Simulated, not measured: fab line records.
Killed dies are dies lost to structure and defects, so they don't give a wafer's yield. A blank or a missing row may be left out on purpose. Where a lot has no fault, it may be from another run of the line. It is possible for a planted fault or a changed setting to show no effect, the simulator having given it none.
Which tool is to blame? | flow sky130 | 33 wafers from 11 lots sampled at 4 of the route's 708 steps

== WHAT EACH GAUGE READ, for each wafer ==
SKY_SD_N_RS_MEAS_16: a four-point-probe measurement.
lot  | measured     | on            | SD_N_RS (ohm/sq)
L942 | day 29 00:51 | film metro-02 | 68.65 68.48 68.48
L951 | day 31 11:16 | film metro-04 | 67.47 67.41 67.48
L952 | day 31 22:18 | film metro-04 | 67.72 67.58 67.54
L954 | day 32 11:32 | film metro-04 | 68.49 68.53 68.49
L958 | day 34 13:36 | film metro-04 | 68.49 68.47 68.57
L959 | day 34 13:53 | film metro-02 | 68.71 68.51 68.67
L960 | day 35 12:17 | film metro-02 | 68.49 68.68 68.44
L963 | day 35 15:24 | film metro-03 | 68.44 68.62 68.53
L962 | day 35 17:01 | film metro-04 | 68.53 68.60 68.33
L961 | day 35 17:29 | film metro-02 | 68.37 68.64 68.47
L964 | day 35 21:25 | film metro-03 | 68.57 68.55 68.63

== TOOL THAT RAN EACH LOT (tool first, then ch and the chambers of the sampled wafers, then the start) ==
lot  | SKY_POLY_GATE_ETCH_15              | SKY_SD_N_IMPLANT_09             | SKY_SD_N_STRIP_11
L942 | rie diel-01 ch 1,2, day 17 11:59   | implanter-03 ch 0, day 29 00:10 | plasma asher-03 ch 0,1, day 29 00:28
L951 | rie diel-03 ch 2,3, day 20 04:56   | implanter-02 ch 0, day 31 10:34 | plasma asher-01 ch 0,1, day 31 10:51
L952 | rie diel-03 ch 0,1, day 20 13:26   | implanter-02 ch 0, day 31 21:37 | plasma asher-01 ch 0,1, day 31 21:53
L954 | rie diel-03 ch 1,2,3, day 21 04:13 | implanter-03 ch 0, day 32 10:50 | plasma asher-04 ch 0,1, day 32 11:07
L958 | rie diel-03 ch 1,2,3, day 23 04:07 | implanter-02 ch 0, day 34 12:55 | plasma asher-01 ch 0,1, day 34 13:11
L959 | rie diel-02 ch 0,1,3, day 23 07:24 | implanter-04 ch 0, day 34 13:11 | plasma asher-03 ch 0,1, day 34 13:29
L960 | rie diel-01 ch 1,2, day 24 15:55   | implanter-02 ch 0, day 35 11:36 | plasma asher-03 ch 0,1, day 35 11:54
L963 | rie diel-03 ch 0,2,3, day 24 17:31 | implanter-02 ch 0, day 35 14:42 | plasma asher-01 ch 0,1, day 35 15:00
L962 | rie diel-02 ch 0,1,3, day 24 17:52 | implanter-03 ch 0, day 35 16:20 | plasma asher-04 ch 0,1, day 35 16:37
L961 | rie diel-01 ch 0,2,3, day 24 18:13 | implanter-02 ch 0, day 35 16:48 | plasma asher-03 ch 0,1, day 35 17:06
L964 | rie diel-03 ch 0,2,3, day 25 00:53 | implanter-04 ch 0, day 35 20:44 | plasma asher-04 ch 0,1, day 35 21:00
- SKY_POLY_GATE_ETCH_15: etches BARC in N2/H2, stops on SiO2, time 118.5 s, target depth 110 nm.
- SKY_SD_N_IMPLANT_09
- SKY_SD_N_STRIP_11: strips in O2/N2.

== THE ANSWER, worked out from the rows above alone ==
Rule: usual is defined by the lots themselves. Put in order of their means at a reading, lots are off if they are a third of the lots or fewer, leave a main group of 4 or more, and stand apart from it by a gap of 3 or more times the standard deviation of the main group's means; of several such gaps the widest counts. Not used: any main group whose means are identical at the precision the tables above print for the reading. A lot without any number at a reading at which 4 lots or more have one is off too. Where the step has rows for the other lots, those lots are counted as sound.
Off: at SKY_SD_N_RS_MEAS_16 (SD_N_RS), L951, L952. Mean 68.53 ohm/sq and standard deviation 0.044 in the main group.
A tool fits if, at a process step before that reading, it ran every lot that is off, and no sound lot after the first of them. Gauges at SKY_SD_N_RS_MEAS_16: tried the same way as those tools. Of those tried, none fits.

== WHAT HAD BEEN PUT IN BY THE SIMULATOR ==
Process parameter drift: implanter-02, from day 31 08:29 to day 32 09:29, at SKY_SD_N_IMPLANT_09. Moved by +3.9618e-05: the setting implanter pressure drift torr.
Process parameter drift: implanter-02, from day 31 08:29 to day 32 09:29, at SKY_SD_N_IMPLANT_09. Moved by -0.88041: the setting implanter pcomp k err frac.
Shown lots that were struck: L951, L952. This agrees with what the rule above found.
